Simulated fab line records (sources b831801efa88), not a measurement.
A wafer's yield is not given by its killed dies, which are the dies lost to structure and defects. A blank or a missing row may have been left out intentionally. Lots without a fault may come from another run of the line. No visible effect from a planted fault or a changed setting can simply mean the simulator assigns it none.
Which tool was responsible? | flow gf180mcu | 39 wafers from 13 lots sampled at 4 of the route's 602 steps

== WHAT EACH GAUGE READ, for each wafer ==
GF_V5_THK_MEAS_01. Usual: V5_CVD_00_THK 300.9 nm, standard deviation 2.7.
lot  | measured     | on            | V5_CVD_00_THK (nm) | flag
L906 | day 26 02:47 | film-metro-01 | 301.7 302.6 303.4  |
L907 | day 26 12:13 | film-metro-02 | 300.6 298.8 301.4  |
L908 | day 26 22:49 | film-metro-02 | 300.0 295.0 295.9  |
L909 | day 27 04:05 | film-metro-01 | 307.1 305.8 305.5  |
L910 | day 27 16:09 | film-metro-01 | 302.0 301.7 303.6  |
L911 | day 28 00:02 | film-metro-01 | 300.9 300.7 300.4  |
L912 | day 28 03:30 | film-metro-01 | 302.9 304.1 304.1  |
L914 | day 28 19:40 | film-metro-03 | 299.2 299.9 301.5  |
L919 | day 30 07:46 | film-metro-01 | 301.8 302.6 301.9  |
L922 | day 31 08:08 | film-metro-01 | 305.0 306.0 301.9  |
L926 | day 32 04:54 | film-metro-02 | 298.7 298.9 297.0  |
L928 | day 32 18:40 | film-metro-02 | 299.4 295.4 297.7  |
L929 | day 33 00:52 | film-metro-03 | 299.3 298.3 301.3  |

== EACH LOT AND THE TOOL THAT RAN IT (in order: tool; ch and the chambers of the sampled wafers; start) ==
lot  | GF_MIM_SPUTTER_03            | GF_MIM_SPUTTER_08            | GF_M5_METAL_ETCH_10
L906 | pvd-sputter-04, day 24 06:08 | pvd-sputter-02, day 24 06:20 | rie-metal-02 ch 0,1, day 26 02:06
L907 | pvd-sputter-04, day 24 16:35 | pvd-sputter-03, day 24 16:47 | rie-metal-02 ch 0,1, day 26 11:29
L908 | pvd-sputter-02, day 25 03:13 | pvd-sputter-04, day 25 03:25 | rie-metal-01 ch 0,1, day 26 22:08
L909 | pvd-sputter-03, day 25 08:38 | pvd-sputter-04, day 25 08:49 | rie-metal-01 ch 0,1, day 27 03:23
L910 | pvd-sputter-04, day 25 21:19 | pvd-sputter-02, day 25 21:31 | rie-metal-02 ch 0,1, day 27 15:26
L911 | pvd-sputter-03, day 26 05:10 | pvd-sputter-02, day 26 05:22 | rie-metal-02 ch 0,1, day 27 23:20
L912 | pvd-sputter-04, day 26 09:47 | pvd-sputter-03, day 26 09:59 | rie-metal-02 ch 0,1, day 28 02:50
L914 | pvd-sputter-04, day 27 02:32 | pvd-sputter-02, day 27 02:44 | rie-metal-01 ch 0,1, day 28 18:56
L919 | pvd-sputter-02, day 28 17:14 | pvd-sputter-04, day 28 17:26 | rie-metal-02 ch 0,1, day 30 07:02
L922 | pvd-sputter-04, day 29 18:08 | pvd-sputter-02, day 29 18:20 | rie-metal-02 ch 0, day 31 07:20
L926 | pvd-sputter-03, day 30 17:10 | pvd-sputter-04, day 30 17:22 | rie-metal-01 ch 0,1, day 32 04:05
L928 | pvd-sputter-02, day 31 07:13 | pvd-sputter-03, day 31 07:25 | rie-metal-01 ch 0,1, day 32 17:52
L929 | pvd-sputter-04, day 31 14:02 | pvd-sputter-03, day 31 14:14 | rie-metal-04 ch 0,1, day 33 00:10
- GF_MIM_SPUTTER_03: material Ti, target thk 10 nm, time 6.7 s.
- GF_MIM_SPUTTER_08: material AlCu, target thk 200 nm, time 10.6 s.
- GF_M5_METAL_ETCH_10: etches the open film in Cl2/BCl3, stops on SiO2, target depth 627.5 nm, time 104.6 s.

== AS READ BY THE TOOLS THEMSELVES (means over the sampled wafers that have a number; for cases with no such wafer, the mark the record gives instead) ==
GF_MIM_SPUTTER_03. Usual: throttle-valve-pct at 29.6 %, with a standard deviation of 1.2.
lot  | tool           | throttle-valve-pct (%) | flag
L906 | pvd-sputter-04 | 28.7                   |
L907 | pvd-sputter-04 | 29.7                   |
L908 | pvd-sputter-02 | 29.6                   |
L909 | pvd-sputter-03 | 29.2                   |
L910 | pvd-sputter-04 | 28.7                   |
L911 | pvd-sputter-03 | 29.5                   |
L912 | pvd-sputter-04 | 28.9                   |
L914 | pvd-sputter-04 | 29.3                   |
L919 | pvd-sputter-02 | 29.7                   |
L922 | pvd-sputter-04 | 28.7                   |
L926 | pvd-sputter-03 | 30.4                   |
L928 | pvd-sputter-02 | 29.6                   |
L929 | pvd-sputter-04 | 28.8                   |

GF_MIM_SPUTTER_08. Usual: throttle-valve-pct at 29.7 %, with a standard deviation of 1.1.
lot  | tool           | throttle-valve-pct (%) | flag
L906 | pvd-sputter-02 | 29.4                   |
L907 | pvd-sputter-03 | 30.1                   |
L908 | pvd-sputter-04 | 29.5                   |
L909 | pvd-sputter-04 | 29.0                   |
L910 | pvd-sputter-02 | 30.3                   |
L911 | pvd-sputter-02 | 29.9                   |
L912 | pvd-sputter-03 | 30.6                   |
L914 | pvd-sputter-02 | 29.2                   |
L919 | pvd-sputter-04 | 28.8                   |
L922 | pvd-sputter-02 | 29.4                   |
L926 | pvd-sputter-04 | 29.1                   |
L928 | pvd-sputter-03 | 29.9                   |
L929 | pvd-sputter-03 | 31.0                   |

GF_M5_METAL_ETCH_10. Usual: bias-w 140.0 W, standard deviation 0.37; drypump-motor-current-A 5.6 A, standard deviation 0.48; he-backside-leak-sccm 3.39 sccm, standard deviation 0.27; oes-product-au 0.974 a.u., standard deviation 0.0054; throttle-valve-pct 28.248 %, standard deviation 0.01.
lot  | tool         | bias-w (W) | drypump-motor-current-A (A) | he-backside-leak-sccm (sccm) | oes-product-au (a.u.) | throttle-valve-pct (%) | flag
L906 | rie-metal-02 | 140.0      | 5.9                         | 3.27                         | 0.977                 | 28.245                 |
L907 | rie-metal-02 | 139.7      | 5.9                         | 3.27                         | 0.971                 | 28.257                 |
L908 | rie-metal-01 | 140.5      | 5.5                         | 3.19                         | 0.970                 | 28.246                 |
L909 | rie-metal-01 | 139.6      | 5.4                         | 3.48                         | 0.967                 | 28.267                 |
L910 | rie-metal-02 | 140.1      | 5.6                         | 3.47                         | 0.973                 | 28.249                 |
L911 | rie-metal-02 | 140.8      | 5.6                         | 3.38                         | 0.977                 | 28.247                 |
L912 | rie-metal-02 | 140.1      | 6.0                         | 3.48                         | 0.973                 | 28.251                 |
L914 | rie-metal-01 | 139.6      | 5.5                         | 3.29                         | 0.973                 | 28.238                 |
L919 | rie-metal-02 | 143.2      | 5.9                         | 3.48                         | 0.973                 | 28.246                 | OFF
L922 | rie-metal-02 | 144.5      | 6.3                         | 3.41                         | 0.974                 | 28.259                 | OFF
L926 | rie-metal-01 | 140.0      | 5.5                         | 3.25                         | 0.977                 | 28.254                 |
L928 | rie-metal-01 | 139.9      | 5.5                         | 3.14                         | 0.978                 | 28.258                 |
L929 | rie-metal-04 | 139.9      | 5.5                         | 3.16                         | 0.972                 | 28.249                 |

== THE ANSWER, worked out from the rows above alone ==
Rule: a lot is off if the mean of its wafers that have a number lies more than 3 standard deviations from the usual mean. A lot without any number at a reading at which 4 lots or more have one is off too. The other lots that the step has rows for count as sound. The gauges are gone through in route order, then the tools' own readings, and for those a lot's mean is taken as printed above. The first step at which some lot is off is used, and at that step the reading that is off furthest; a lot without a number counts as furthest.
Off at GF_M5_METAL_ETCH_10 (bias-w): L919, L922.
If a tool, at that step or one of the process steps before it, ran each lot that is off and ran no sound lot following the first of them, it fits. One candidate fits, namely rie-metal-02 at GF_M5_METAL_ETCH_10. A fault onset in the window from L912 (day 28 02:50, its last sound lot) to L919 (day 30 07:02, its first lot off) fits.
On the lots that are off, the tool's own readings at GF_M5_METAL_ETCH_10 differ by more than 5 times the standard deviation of the sound lots' means, which bears it out; bias-w reads 143.8 W there versus 140.0 W on the sound lots.

== WHAT THE SIMULATOR HAD INSERTED ==
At GF_M5_METAL_ETCH_10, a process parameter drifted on rie-metal-02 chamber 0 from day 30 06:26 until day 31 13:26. Setting bias-w, moved by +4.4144, from 140. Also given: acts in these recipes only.
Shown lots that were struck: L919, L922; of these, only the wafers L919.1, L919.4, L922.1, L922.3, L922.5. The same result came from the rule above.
